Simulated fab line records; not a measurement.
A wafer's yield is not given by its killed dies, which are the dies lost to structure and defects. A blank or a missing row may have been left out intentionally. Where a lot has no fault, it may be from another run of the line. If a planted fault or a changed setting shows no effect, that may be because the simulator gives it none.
Which tool is to blame? -- flow gf180mcu -- 12 lots (36 wafers sampled), 1 step of a 602-step route

== WHAT THE GAUGES SHOWED, per wafer ==
GF_VT_IMPLANT_OVL_MEAS_18.
lot,measured,on,VT_IMPLANT_01_OVL (nm)
L075,day 6 11:53,overlay-01,-0.6 -1.0 -1.2
L077,day 7 00:38,overlay-02,-0.1 -0.3 0.0
L079,day 7 12:29,overlay-01,-2.3 -0.8 -1.4
L081,day 8 00:47,overlay-01,-0.3 -0.4 1.4
L083,day 8 13:56,overlay-01,-0.1 -0.4 0.3
L085,day 9 04:26,overlay-02,0.4 1.4 1.1
L087,day 9 14:49,overlay-01,-2.1 -0.6 -1.3
L089,day 10 06:29,overlay-01,-0.1 0.1 0.4
L091,day 10 17:08,overlay-02,-2.2 -3.0 -2.4
L093,day 11 06:50,overlay-02,0.2 -1.2 0.3
L095,day 11 20:43,overlay-02,0.0 -2.3 -0.6
L097,day 12 08:31,overlay-02,-1.3 1.5 -0.2

== WHICH TOOL RAN EACH LOT (tool, then ch and the chambers of the sampled wafers, then the start) ==
No process step before these readings appears in the record.

== THE ANSWER, worked out from the rows above alone ==
Rule: usual is defined by the lots themselves. The widest of any qualifying gaps counts: lots, ordered by their means at a reading, are off when they make up no more than a third of the lots, leave a main group of 4 or more, and stand apart from it by 3 or more times the standard deviation of that group's means. A main group whose means are all the same, to the digits that the tables above print for the reading, isn't used. A lot without any number at a reading at which 4 lots or more have one is off too. The other lots that the step has rows for count as sound.
None of the lots is off at any reading shown; this tells nothing.

== WHAT THE SIMULATOR PUT IN ==
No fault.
